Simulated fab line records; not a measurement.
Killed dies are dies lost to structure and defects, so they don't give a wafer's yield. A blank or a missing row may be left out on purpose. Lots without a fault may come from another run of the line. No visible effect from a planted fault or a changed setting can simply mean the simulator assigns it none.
Problem report in the 8D (eight disciplines) form, filled by code    flow gf180mcu    the parts of the form that need people (team, actions taken, sign-off) are left out

1. WHAT WENT WRONG
Across 6 wafers from 2 lots, NSD_RS at GF_PSD_RS_MEAS_14 averages 49.34 ohm/sq, while fault-free wafers read 45.90 ohm/sq with a standard deviation of 0.095. That puts it +36 standard deviations away from the usual mean.
The step: measures by four-point-probe.
Earliest sighting: wafer L314.1 on film_metro-02 at day 15 13:05. Wafers with a number at this step in the record: 36, from 12 lots. The rule behind "out" and "out of limits": a value lying over 4 standard deviations away from the usual mean. All remaining wafers that have a number are taken as sound.

2. WHAT IT IS AND WHAT IT IS NOT
question                     is                            is not
which readings at this step  NSD_RS                        -
which lots                   L314, L315                    L311, L312, L316, L323, L325, L328, L329, L330, L331, L332
which wafers of those lots   all that have a number        -
read on which gauges         film_metro-02, film_metro-03  film_metro-01
when                         from day 15 13:05             up to then (6 sound wafers); but 24 sound wafers of L316, L323, L325, L328, L329, L330, L331, L332 came after

3. SUSPECTS, AND WHAT RULES EACH OUT
Counting: any tool at a process step up to the reading is kept as a suspect provided that every lot that is out went through it and no sound lot did after the first of them.
- the gauge at GF_PSD_RS_MEAS_14 is ruled out. The wafers that are out were read on 2 gauges (film_metro-02, film_metro-03).
- rtp_anneal-01 at GF_PSD_RTA_13 (time 20 s): ruled out as a lasting fault. The sound lots L323, L328, L329, L330, L331, L332 went through it after L314, its earliest lot that is out (day 15 13:01).
Left after counting: nothing in the record.

4. THE CAUSE (what the simulator had put in)
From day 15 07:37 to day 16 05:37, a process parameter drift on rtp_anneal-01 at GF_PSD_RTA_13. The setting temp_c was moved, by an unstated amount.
Counting ruled it out, wrongly: the rule takes a fault to strike every lot that its tool runs from its start on, and this one did not.

5. THE EFFECT CHAIN, in route order
Each row: a reading whose mean over the struck wafers that have a number lies more than 3 standard deviations from the usual. Scope: only readings with a usual standard deviation given in the record; hours: median across lots of the time from each lot's start at the first step in this table that gives one to its start at this step; sigmas: change in usual standard deviations.
hours  step               reading           usual          on struck wafers  change  sigmas
0      GF_PSD_RTA_13      lamp_power_pct    34.49 %        32.18             -2.31   -12
0      GF_PSD_RTA_13      wafer_temp_C_max  1028.3         1000.6            -27.7   -33
0      GF_PSD_RS_MEAS_14  NSD_RS            45.90 ohm/sq   49.34             +3.44   +36
0      GF_PSD_RS_MEAS_15  PSD_RS            108.63 ohm/sq  127.16            +18.53  +64
Its process steps:
- GF_PSD_RTA_13: time 20 s.

6. WHAT WOULD HAVE CAUGHT IT SOONER
In this record the first reading out of limits at a measuring or inspecting step was taken at day 15 13:05, 5 hours after the fault began at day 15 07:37.
At GF_PSD_RTA_13, the tool's own readings (lamp_power_pct, wafer_temp_C_max) were out on each struck wafer the step has a row for, so an alarm limit on them would have fired on the first such wafer.
